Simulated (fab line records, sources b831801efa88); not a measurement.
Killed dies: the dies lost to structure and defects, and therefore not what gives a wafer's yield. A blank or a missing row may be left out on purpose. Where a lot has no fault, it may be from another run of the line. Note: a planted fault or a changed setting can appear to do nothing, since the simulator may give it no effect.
fab line records	flow sfq_line
record lots=6	wafers=18	last_day=77
route steps=325 shown L0@4 L0V@16 M0@28 I0@43 M8@325
lots with no fault: from the same line, run without faults
start_h: hours from the record's opening day to when the first of the lot's shown wafers began	wait_h: time in hours since the lot's previous step	" as in the row above	L1.1+2: a row that stands for several wafers	- either no value or no given start	* or withheld: withheld	< > ~ a bound
route shown NAME@n: NAME is a module with steps in the file, n the number in the route of the first one	usual: mean/standard deviation taken from wafers without a fault	same: alike in all rows	chamber/n: place in a boat	sites: the reading at each site	_std_site: standard deviation across them	_edge_site: mean of outer sites minus mean of inner sites	radius_mm: how far each site lies from the wafer's centre	mask NAME#n: copy n	behind: the most recent tool/chamber to have shaped the wafer	hold: why the lot was held/for how many hours/how that ended	device: which transistor (n, p or np) failed to switch	end of line: tests run on the same wafers once the route is complete	a step with no rows: only its recipe	killed: dies lost to structure and defects at the first sort, not the wafer's yield	map: a wafer's dies, marking killed ones x, the rest . and places with no die _
set.NAME: the setting as run; set.NAME@STEP: as run at that earlier step	model.NAME: the simulator's own value behind a step, which no gauge read
certain route steps with their lots: each step a table, each wafer a row
services: from which hour (start_h, from the record's first day; less than 0 if before it) a tool's chamber was out of use, for how many hours, and why
## steps
# step SFQ_L0_RS_MEAS_901
# recipe thk_meas_gauge=four-point-probe	reads=MoNx_KI_of_TRILAYER_L0_DEP_SPUTTER_003
# usual L0_MONX_KI_RS=43.7/0.62
lot.wafer	tool	chamber	start_h	wait_h	L0_MONX_KI_RS[ohm/sq]
L464.1	film_metro-04	-	17.56	0.0	43.9
L464.3	"	-	"	"	44.8
L464.5	"	-	"	"	44.4
L467.2	film_metro-04	-	32.58	0.1	44.3
L467.4	"	-	"	"	43.5
L467.6	"	-	"	"	44.1
L473.1	film_metro-04	-	62.56	0.0	43.3
L473.2	"	-	"	"	43.4
L473.4	"	-	"	"	44.0
L482.3	film_metro-02	-	107.60	0.1	43.3
L482.4	"	-	"	"	44.9
L482.6	"	-	"	"	44.7
L483.1	film_metro-02	-	112.56	0.0	44.1
L483.4	"	-	"	"	44.1
L483.6	"	-	"	"	44.3
L485.1	film_metro-03	-	122.56	0.0	43.4
L485.2	"	-	"	"	43.5
L485.3	"	-	"	"	43.1
# step SFQ_L0_THK_MEAS_902
# recipe thk_meas_gauge=xrf	reads=MoNx_KI_of_TRILAYER_L0_DEP_SPUTTER_003
# usual L0_MONX_KI_THK=40.5/0.58
lot.wafer	tool	chamber	start_h	wait_h	L0_MONX_KI_THK[nm]
L464.1	film_metro-04	-	17.68	0.1	40.3
L464.3	"	-	"	"	39.6
L464.5	"	-	"	"	39.8
L467.2	film_metro-04	-	32.69	0.1	39.9
L467.4	"	-	"	"	40.3
L467.6	"	-	"	"	39.9
L473.1	film_metro-04	-	62.68	0.1	41.2
L473.2	"	-	"	"	41.2
L473.4	"	-	"	"	40.4
L482.3	film_metro-02	-	107.70	0.1	40.6
L482.4	"	-	"	"	39.2
L482.6	"	-	"	"	39.5
L483.1	film_metro-02	-	112.68	0.1	40.0
L483.4	"	-	"	"	40.0
L483.6	"	-	"	"	40.0
L485.1	film_metro-03	-	122.68	0.1	40.8
L485.2	"	-	"	"	40.7
L485.3	"	-	"	"	41.0
# step SFQ_TRILAYER_L0_LITHO_COAT_010
# recipe resist=BARC	spin_rpm=3000	resist_thk_nm=62
# step SFQ_TRILAYER_L0_LITHO_COAT_005
# recipe resist=KrF	spin_rpm=3000	resist_thk_nm=600
# step SFQ_TRILAYER_L0_LITHO_SOFTBAKE_009
# recipe temp_c=withheld	time_s=withheld	resist=KrF
# step SFQ_TRILAYER_L0_LITHO_EXPOSE_006
# recipe mask_id=L0	na=0.6	source_shape=conventional	sigma_outer=0.65	target_cd_nm=2000	dose_mj=14.4
# step SFQ_TRILAYER_L0_LITHO_PEB_008
# recipe peb_temp_c=115	peb_time_s=60	resist=KrF
# step SFQ_TRILAYER_L0_LITHO_DEVELOP_007
# recipe time_s=60	resist=KrF
# step SFQ_TRILAYER_L0_BARC_OPEN_METAL_ETCH_010
# recipe mask_material=PR	chemistry=O2	target_depth_nm=125	target=BARC	icp_w=600	bias_w=80	pressure_mtorr=10	time_s=41.7
# step SFQ_TRILAYER_L0_ETCH_METAL_ETCH_008
# recipe target=MoNx_KI	stop_on=SiO2	mask_material=PR	chemistry=SF6/O2	target_depth_nm=50	icp_w=600	bias_w=80	pressure_mtorr=10	time_s=25
# step SFQ_TRILAYER_L0_STRIP_STRIP_009
# recipe gas=O2	power_w=200	platen_temp_c=40	overash_fraction=0.65	chemistry=O2	pressure_mtorr=50
# step SFQ_TRILAYER_L0_STRIP_SOLV_CLEAN_010
# recipe chemistry=NMP	temp_c=70	time_s=600
# step SFQ_TRILAYER_L0_CAP_PECVD_011
# recipe material=SiO2	temp_c=150	time_s=13.333	pressure_torr=2.4	rf_w=183.3	precursor=SiH4/N2O	target_thk_nm=60
# usual heater_power_w=82/14	throttle_valve_pct=24.7/1.1
lot.wafer	tool	chamber	start_h	wait_h	heater_power_w	throttle_valve_pct	model.SiO2_of_TRILAYER_L0_CAP_PECVD_011.thk_nm
L464.1	pecvd-03	1	61.32	0.0	84	23.4	58.67
L464.3	"	0	"	"	98	24.0	59.8
L464.5	"	2	"	"	76	23.8	60.35
L467.2	pecvd-03	2	75.90	0.0	80	23.7	59.89
L467.4	"	2	"	"	84	23.9	60.76
L467.6	"	1	"	"	88	23.7	60.64
L473.1	pecvd-02	0	115.50	0.0	77	26.0	58.45
L473.2	"	1	"	"	51	26.9	60.04
L473.4	"	1	"	"	51	26.8	61.58
L482.3	pecvd-01	2	162.16	0.0	89	23.3	60.01
L482.4	"	1	"	"	85	25.1	60.69
L482.6	"	0	"	"	70	24.8	60.99
L483.1	pecvd-03	2	168.18	0.0	75	23.9	93.98
L483.4	"	0	"	"	94	24.3	96.34
L483.6	"	2	"	"	76	23.9	95.62
L485.1	pecvd-03	2	178.26	0.0	90	23.8	94.41
L485.2	"	1	"	"	86	23.7	93.69
L485.3	"	0	"	"	90	24.6	93.57
# step SFQ_TRILAYER_L0_VIA_LITHO_COAT_018
# recipe resist=BARC	spin_rpm=3000	resist_thk_nm=62
# step SFQ_TRILAYER_L0_VIA_LITHO_COAT_013
# recipe resist=KrF	spin_rpm=3000	resist_thk_nm=650
# step SFQ_TRILAYER_L0_VIA_LITHO_SOFTBAKE_017
# recipe temp_c=withheld	time_s=withheld	resist=KrF
# step SFQ_TRILAYER_L0_VIA_LITHO_EXPOSE_014
# recipe mask_id=L0V	na=0.6	source_shape=conventional	sigma_outer=0.65	target_cd_nm=700	dose_mj=21.3
# step SFQ_TRILAYER_L0_VIA_LITHO_PEB_016
# recipe peb_temp_c=115	peb_time_s=60	resist=KrF
# step SFQ_TRILAYER_L0_VIA_LITHO_DEVELOP_015
# recipe time_s=60	resist=KrF
# step SFQ_L0V_OVL_MEAS_903
# usual L0V_OVL=-2/6.1
lot.wafer	tool	chamber	start_h	wait_h	L0V_OVL[nm]
L464.1	overlay-02	-	112.04	0.1	3
L464.3	"	-	"	"	1
L464.5	"	-	"	"	-4
L467.2	overlay-01	-	126.45	0.1	-10
L467.4	"	-	"	"	-10
L467.6	"	-	"	"	-8
L473.1	overlay-02	-	168.98	0.1	9
L473.2	"	-	"	"	5
L473.4	"	-	"	"	3
L482.3	overlay-01	-	216.99	0.1	-8
L482.4	"	-	"	"	-3
L482.6	"	-	"	"	2
L483.1	overlay-01	-	225.38	0.1	-11
L483.4	"	-	"	"	-8
L483.6	"	-	"	"	-5
L485.1	overlay-01	-	238.58	0.1	2
L485.2	"	-	"	"	1
L485.3	"	-	"	"	8
# step SFQ_TRILAYER_L0_VIA_BARC_OPEN_VIA_ETCH_021
# recipe mask_material=PR	chemistry=O2	target_depth_nm=125	target=BARC	source_w=500	bias_w=80	pressure_mtorr=30	time_s=41.7
# step SFQ_TRILAYER_L0_VIA_ETCH_VIA_ETCH_016
# recipe target=SiO2	stop_on=MoNx_KI	mask_material=PR	chemistry=CHF3	target_depth_nm=80	source_w=500	bias_w=80	pressure_mtorr=30	time_s=withheld
# usual drypump_motor_current_A=5.86/0.24	oes_product_au=0.844/0.0083
lot.wafer	tool	chamber	start_h	wait_h	drypump_motor_current_A	oes_product_au	model.L0V.feature_depth_nm	model.etch.depth_nm
L464.1	rie_diel-04	1	112.12	0.0	5.79	0.825	58.67	58.67
L464.3	"	0	"	"	5.71	0.845	59.8	59.8
L464.5	"	1	"	"	5.80	0.847	60.35	60.35
L467.2	rie_diel-02	3	126.52	0.0	5.79	0.837	59.89	59.89
L467.4	"	1	"	"	6.07	0.837	60.76	60.76
L467.6	"	2	"	"	6.13	0.843	60.64	60.64
L473.1	rie_diel-04	1	169.05	0.0	5.79	0.825	58.45	58.45
L473.2	"	3	"	"	5.84	0.842	60.04	60.04
L473.4	"	0	"	"	5.71	0.863	61.58	61.58
L482.3	rie_diel-04	1	217.05	0.0	5.82	0.842	60.01	60.01
L482.4	"	3	"	"	5.82	0.854	60.69	60.69
L482.6	"	3	"	"	5.83	0.854	60.99	60.99
L483.1	rie_diel-03	3	225.45	0.0	5.23	0.978	77.97	77.97
L483.4	"	0	"	"	5.99	1.009	81.33	81.33
L483.6	"	0	"	"	5.96	1.007	81.31	81.31
L485.1	rie_diel-02	3	238.65	0.0	5.78	1.004	80.12	80.12
L485.2	"	1	"	"	6.14	1.006	80.58	80.58
L485.3	"	0	"	"	6.00	0.999	79.21	79.21
# step SFQ_TRILAYER_L0_VIA_STRIP_STRIP_017
# recipe gas=O2	power_w=200	platen_temp_c=40	overash_fraction=0.65	chemistry=O2	pressure_mtorr=50
# step SFQ_TRILAYER_L0_VIA_STRIP_SOLV_CLEAN_018
# recipe chemistry=NMP	temp_c=70	time_s=600
# step SFQ_TRILAYER_M0_DEP_PRE_CLEAN_020
# recipe gas=Ar	time_s=15	bias_v=250
# usual bias_v=249.5/2.5
lot.wafer	tool	chamber	start_h	wait_h	bias_v	model.SiO2_of_TRILAYER_L0_CAP_PECVD_011.thk_nm
L464.1	pvd_sputter-03	-	113.11	0.0	247.5	53.67
L464.3	"	-	"	"	252.0	54.8
L464.5	"	-	"	"	252.9	55.35
L467.2	pvd_sputter-03	-	127.34	0.0	252.1	54.89
L467.4	"	-	"	"	248.4	55.76
L467.6	"	-	"	"	244.5	55.64
L473.1	pvd_sputter-03	-	170.68	0.0	252.9	53.45
L473.2	"	-	"	"	249.7	55.04
L473.4	"	-	"	"	248.6	56.58
L482.3	pvd_sputter-03	-	218.49	0.0	246.3	55.01
L482.4	"	-	"	"	250.8	55.69
L482.6	"	-	"	"	245.3	55.99
L483.1	pvd_sputter-06	-	226.45	0.0	244.5	88.98
L483.4	"	-	"	"	245.7	91.34
L483.6	"	-	"	"	248.7	90.63
L485.1	pvd_sputter-05	-	239.47	0.0	247.6	89.41
L485.2	"	-	"	"	253.1	88.69
L485.3	"	-	"	"	255.9	88.57
# step SFQ_TRILAYER_M0_DEP_SPUTTER_019
# recipe material=Nb	base_pressure_pa=1.33e-06	chamber_pressure_pa=0.1333	substrate_temp_c=20	resputter_cathode_voltage_v=400	target_thk_nm=200	power_w=2000	time_s=133.3
# usual throttle_valve_pct=30.0/0.83
lot.wafer	tool	chamber	start_h	wait_h	throttle_valve_pct
L464.1	pvd_sputter-03	-	113.14	0.0	29.7
L464.3	"	-	"	"	29.1
L464.5	"	-	"	"	30.0
L467.2	pvd_sputter-03	-	127.36	0.0	29.0
L467.4	"	-	"	"	30.1
L467.6	"	-	"	"	30.0
L473.1	pvd_sputter-03	-	170.71	0.0	29.7
L473.2	"	-	"	"	30.0
L473.4	"	-	"	"	29.3
L482.3	pvd_sputter-03	-	218.51	0.0	30.1
L482.4	"	-	"	"	30.1
L482.6	"	-	"	"	29.8
L483.1	pvd_sputter-06	-	226.47	0.0	30.7
L483.4	"	-	"	"	29.0
L483.6	"	-	"	"	29.0
L485.1	pvd_sputter-05	-	239.50	0.0	31.0
L485.2	"	-	"	"	29.5
L485.3	"	-	"	"	28.3
# step SFQ_M0_RS_MEAS_904
# recipe thk_meas_gauge=four-point-probe	reads=Nb_of_TRILAYER_M0_DEP_SPUTTER_019
# usual M0_NB_RS=0.889/0.013
lot.wafer	tool	chamber	start_h	wait_h	M0_NB_RS[ohm/sq]
L464.1	film_metro-01	-	113.23	0.0	0.887
L464.3	"	-	"	"	0.881
L464.5	"	-	"	"	0.897
L467.2	film_metro-04	-	127.47	0.1	0.888
L467.4	"	-	"	"	0.902
L467.6	"	-	"	"	0.893
L473.1	film_metro-04	-	170.80	0.0	0.899
L473.2	"	-	"	"	0.893
L473.4	"	-	"	"	0.882
L482.3	film_metro-03	-	218.65	0.1	0.892
L482.4	"	-	"	"	0.895
L482.6	"	-	"	"	0.887
L483.1	film_metro-01	-	226.56	0.0	0.879
L483.4	"	-	"	"	0.880
L483.6	"	-	"	"	0.881
L485.1	film_metro-01	-	239.59	0.0	0.893
L485.2	"	-	"	"	0.893
L485.3	"	-	"	"	0.881
# step SFQ_TRILAYER_M0_LITHO_COAT_026
# recipe resist=BARC	spin_rpm=3000	resist_thk_nm=62
# step SFQ_TRILAYER_M0_LITHO_COAT_021
# recipe resist=KrF	spin_rpm=3000	resist_thk_nm=600
# step SFQ_TRILAYER_M0_LITHO_SOFTBAKE_025
# recipe temp_c=withheld	time_s=withheld	resist=KrF
# step SFQ_TRILAYER_M0_LITHO_EXPOSE_022
# recipe mask_id=M0	na=0.6	source_shape=conventional	sigma_outer=0.65	target_cd_nm=500	dose_mj=14.4
# step SFQ_TRILAYER_M0_LITHO_PEB_024
# recipe peb_temp_c=115	peb_time_s=60	resist=KrF
# step SFQ_TRILAYER_M0_LITHO_DEVELOP_023
# recipe time_s=60	resist=KrF
# step SFQ_M0_OVL_MEAS_906
# usual M0_OVL=-3/4.8
lot.wafer	tool	chamber	start_h	wait_h	M0_OVL[nm]
L464.1	overlay-02	-	166.20	0.1	0
L464.3	"	-	"	"	-5
L464.5	"	-	"	"	-2
L467.2	overlay-02	-	178.65	0.1	0
L467.4	"	-	"	"	1
L467.6	"	-	"	"	-4
L473.1	overlay-02	-	227.40	0.1	-3
L473.2	"	-	"	"	-5
L473.4	"	-	"	"	-8
L482.3	overlay-01	-	283.22	0.1	-3
L482.4	"	-	"	"	5
L482.6	"	-	"	"	3
L483.1	overlay-01	-	292.81	0.1	-6
L483.4	"	-	"	"	-8
L483.6	"	-	"	"	-5
L485.1	overlay-01	-	304.81	0.1	-8
L485.2	"	-	"	"	-1
L485.3	"	-	"	"	-11
# step SFQ_TRILAYER_M0_BARC_OPEN_METAL_ETCH_031
# recipe mask_material=PR	chemistry=O2	target_depth_nm=125	target=BARC	icp_w=600	bias_w=80	pressure_mtorr=10	time_s=41.7
# usual drypump_motor_current_A=5.7/0.43	oes_product_au=0.685/0.0046
lot.wafer	tool	chamber	start_h	wait_h	drypump_motor_current_A	oes_product_au	rf_hours_counter_h
L464.1	rie_metal-01	1	166.24	0.0	5.8	0.682	6
L464.3	"	1	"	"	5.9	0.691	-
L464.5	"	0	"	"	5.0	0.679	-
L467.2	rie_metal-02	1	178.68	0.0	5.6	0.681	9
L467.4	"	0	"	"	6.3	0.682	-
L467.6	"	1	"	"	5.6	0.676	-
L473.1	rie_metal-04	0	227.44	0.0	6.0	0.682	137
L473.2	"	0	"	"	6.0	0.688	-
L473.4	"	0	"	"	6.0	0.682	-
L482.3	rie_metal-02	1	283.26	0.0	5.6	0.678	-
L482.4	"	0	"	"	6.4	0.688	-
L482.6	"	1	"	"	5.6	0.685	-
L483.1	rie_metal-04	1	292.84	0.0	5.8	0.686	95
L483.4	"	0	"	"	6.0	0.685	-
L483.6	"	1	"	"	5.8	0.689	-
L485.1	rie_metal-01	1	304.84	0.0	5.8	0.684	29
L485.2	"	0	"	"	5.0	0.682	47
L485.3	"	1	"	"	5.8	0.682	-
# step SFQ_TRILAYER_M0_ETCH_METAL_ETCH_024
# recipe target=Nb	stop_on=SiO2	mask_material=PR	chemistry=Cl2/Ar	target_depth_nm=240	icp_w=600	bias_w=80	pressure_mtorr=10	time_s=120
# usual drypump_motor_current_A=5.7/0.42	oes_product_au=0.895/0.0083
lot.wafer	tool	chamber	start_h	wait_h	drypump_motor_current_A	oes_product_au	rf_hours_counter_h
L464.1	rie_metal-01	1	166.30	0.0	5.8	0.894	6
L464.3	"	1	"	"	5.8	0.895	-
L464.5	"	0	"	"	5.0	0.899	-
L467.2	rie_metal-02	1	178.74	0.0	5.6	0.891	9
L467.4	"	0	"	"	6.3	0.889	-
L467.6	"	1	"	"	5.6	0.889	-
L473.1	rie_metal-04	0	227.56	0.1	6.0	0.888	137
L473.2	"	0	"	"	6.0	0.893	-
L473.4	"	0	"	"	6.0	0.903	-
L482.3	rie_metal-02	1	283.34	0.1	5.6	0.885	-
L482.4	"	0	"	"	6.3	0.899	-
L482.6	"	1	"	"	5.6	0.902	-
L483.1	rie_metal-04	1	292.90	0.0	5.8	0.904	95
L483.4	"	0	"	"	6.0	0.899	-
L483.6	"	1	"	"	5.8	0.906	-
L485.1	rie_metal-01	1	304.90	0.0	5.8	0.892	29
L485.2	"	0	"	"	5.0	0.891	47
L485.3	"	1	"	"	5.9	0.899	-
# step SFQ_TRILAYER_M0_STRIP_STRIP_025
# recipe gas=O2	power_w=200	platen_temp_c=40	overash_fraction=0.65	chemistry=O2	pressure_mtorr=50
# usual drypump_motor_current_A=5.7/0.42	oes_product_au=1.002/0.012
lot.wafer	tool	chamber	start_h	wait_h	drypump_motor_current_A	oes_product_au	rf_hours_counter_h
L464.1	rie_metal-01	1	166.42	0.1	5.8	1.014	6
L464.3	"	1	"	"	5.9	1.019	-
L464.5	"	0	"	"	5.0	1.011	-
L467.2	rie_metal-02	1	178.86	0.1	5.6	0.982	9
L467.4	"	0	"	"	6.3	1.010	-
L467.6	"	1	"	"	5.6	0.988	-
L473.1	rie_metal-04	0	227.81	0.2	6.0	1.010	138
L473.2	"	0	"	"	6.0	1.015	-
L473.4	"	0	"	"	6.0	1.012	-
L482.3	rie_metal-02	1	283.63	0.2	5.6	0.984	-
L482.4	"	0	"	"	6.3	0.999	-
L482.6	"	1	"	"	5.6	0.991	-
L483.1	rie_metal-04	1	293.03	0.1	5.8	0.992	95
L483.4	"	0	"	"	6.0	1.007	-
L483.6	"	1	"	"	5.9	0.992	-
L485.1	rie_metal-01	1	305.03	0.1	5.8	1.000	30
L485.2	"	0	"	"	5.0	1.010	47
L485.3	"	1	"	"	5.8	1.005	-
# step SFQ_TRILAYER_M0_STRIP_SOLV_CLEAN_026
# recipe chemistry=NMP	temp_c=70	time_s=600
# step SFQ_TRILAYER_I0_DEP_PECVD_027
# recipe material=SiO2	temp_c=150	time_s=111.11	pressure_torr=2.4	rf_w=183.3	precursor=SiH4/N2O	target_thk_nm=500
# usual heater_power_w=83/9.1	throttle_valve_pct=24.2/0.97
lot.wafer	tool	chamber	start_h	wait_h	heater_power_w	throttle_valve_pct
L464.1	pecvd-01	2	167.20	0.0	89	23.5
L464.3	"	1	"	"	89	25.0
L464.5	"	0	"	"	82	24.7
L467.2	pecvd-04	1	179.64	0.0	73	25.6
L467.4	"	2	"	"	83	25.5
L467.6	"	0	"	"	66	24.1
L473.1	pecvd-01	2	229.18	0.0	82	23.4
L473.2	"	1	"	"	93	25.6
L473.4	"	0	"	"	81	24.8
L482.3	pecvd-01	0	284.20	0.0	82	25.4
L482.4	"	1	"	"	92	25.3
L482.6	"	2	"	"	92	23.8
L483.1	pecvd-01	0	293.80	0.0	78	25.1
L483.4	"	1	"	"	94	25.4
L483.6	"	0	"	"	79	25.3
L485.1	pecvd-01	0	305.80	0.0	74	25.6
L485.2	"	1	"	"	90	25.5
L485.3	"	2	"	"	91	23.6
# step SFQ_TRILAYER_I0_CMP_CMP_028
# recipe material=SiO2	down_force_psi=3	platen_rpm=60	pad_velocity_m_s=0.94248
# step SFQ_I0_BOW_MEAS_907
# recipe mode=bow
# usual I0_BOW=0/7.3
lot.wafer	tool	chamber	start_h	wait_h	I0_BOW[um]
L464.1	film_metro-01	-	174.39	2.0	9
L464.3	"	-	"	"	8
L464.5	"	-	"	"	0
L467.2	film_metro-04	-	183.51	1.0	1
L467.4	"	-	"	"	-4
L467.6	"	-	"	"	6
L473.1	film_metro-04	-	236.63	2.0	2
L473.2	"	-	"	"	1
L473.4	"	-	"	"	9
L482.3	film_metro-02	-	294.86	1.5	7
L482.4	"	-	"	"	4
L482.6	"	-	"	"	7
L483.1	film_metro-02	-	304.06	2.5	4
L483.4	"	-	"	"	13
L483.6	"	-	"	"	2
L485.1	film_metro-01	-	314.63	2.5	5
L485.2	"	-	"	"	-14
L485.3	"	-	"	"	8
# step SFQ_M8_BOW_MEAS_951
# recipe mode=bow
# usual M8_BOW=5/12
lot.wafer	tool	chamber	start_h	wait_h	M8_BOW[um]	model.etest.l0v.link_ohm
L464.1	film_metro-04	-	1668.39	0.0	17	44.82
L464.3	"	-	"	"	17	45.65
L464.5	"	-	"	"	10	45.39
L467.2	film_metro-04	-	1692.98	0.0	2	45.08
L467.4	"	-	"	"	-3	44.37
L467.6	"	-	"	"	9	45.12
L473.1	film_metro-02	-	1721.76	0.0	-6	44.09
L473.2	"	-	"	"	-6	44.12
L473.4	"	-	"	"	2	44.98
L482.3	film_metro-04	-	1829.91	0.0	19	44.15
L482.4	"	-	"	"	18	45.85
L482.6	"	-	"	"	18	45.61
L483.1	film_metro-04	-	1834.49	0.0	16	1e+06
L483.4	"	-	"	"	25	1e+06
L483.6	"	-	"	"	13	1e+06
L485.1	film_metro-02	-	1837.07	0.0	19	1e+06
L485.2	"	-	"	"	1	1e+06
L485.3	"	-	"	"	23	1e+06
## services
tool	chamber	start_h	hours	kind
rie_diel-02	0	53.71	11.1	repair
pecvd-01	-	64.80	1.9	repair
pecvd-01	-	73.62	2.8	pm
pecvd-01	-	76.37	28.1	pm
rie_diel-04	1	84.93	4.7	repair
pvd_sputter-03	-	99.33	2.4	repair
pecvd-01	-	110.92	2.9	repair
pvd_sputter-03	-	135.82	3.9	repair
pecvd-01	2	140.81	5.3	repair
rie_metal-04	1	142.19	118.9	repair
rie_diel-04	3	147.96	15.1	repair
pecvd-03	2	151.21	5.5	repair
pecvd-01	-	162.98	0.9	repair
pecvd-01	-	173.21	5.5	pm
pvd_sputter-03	-	174.46	2.0	repair
rie_diel-04	1	191.93	4.2	repair
rie_metal-04	-	196.31	0.7	repair
rie_diel-04	-	211.37	0.3	repair
rie_metal-02	-	231.02	1.4	pm
rie_metal-01	-	249.43	1.4	repair
rie_diel-04	-	250.12	0.1	repair
pvd_sputter-03	-	260.99	3.8	repair
rie_metal-02	1	271.23	4.4	repair
rie_metal-01	-	298.66	1.4	pm
## key
first_sign step=SFQ_TRILAYER_L0_VIA_ETCH_VIA_ETCH_016	reading=oes_product_au	direction=up	sigmas=19	usual=0.844	struck=1.000
effect none on later readings
model_effect step=SFQ_TRILAYER_L0_CAP_PECVD_011	value=SiO2_of_TRILAYER_L0_CAP_PECVD_011.thk_nm	without=59.91	struck=94.6
model_effect step=SFQ_TRILAYER_L0_VIA_ETCH_VIA_ETCH_016	value=L0V.feature_depth_nm	without=59.91	struck=80.09
model_effect step=SFQ_TRILAYER_M0_DEP_PRE_CLEAN_020	value=SiO2_of_TRILAYER_L0_CAP_PECVD_011.thk_nm	without=54.91	struck=89.6
model_effect step=SFQ_M8_BOW_MEAS_951	value=etest.l0v.link_ohm	without=44.65	struck=1e+06
met_at SFQ_TRILAYER_L0_CAP_PECVD_011
struck_wafers L483.1,L483.4,L483.6,L485.1,L485.2,L485.3
onset_between 75.90 168.18
also_fits time
fault kind=process_parameter_drift	tool=pecvd-03	chamber=-	onset_h=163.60	steps=SFQ_TRILAYER_L0_CAP_PECVD_011	channel=target_thk_nm	offset=34.782	shape=step	end_h=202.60	acts_in=these_recipes_only	stated=60
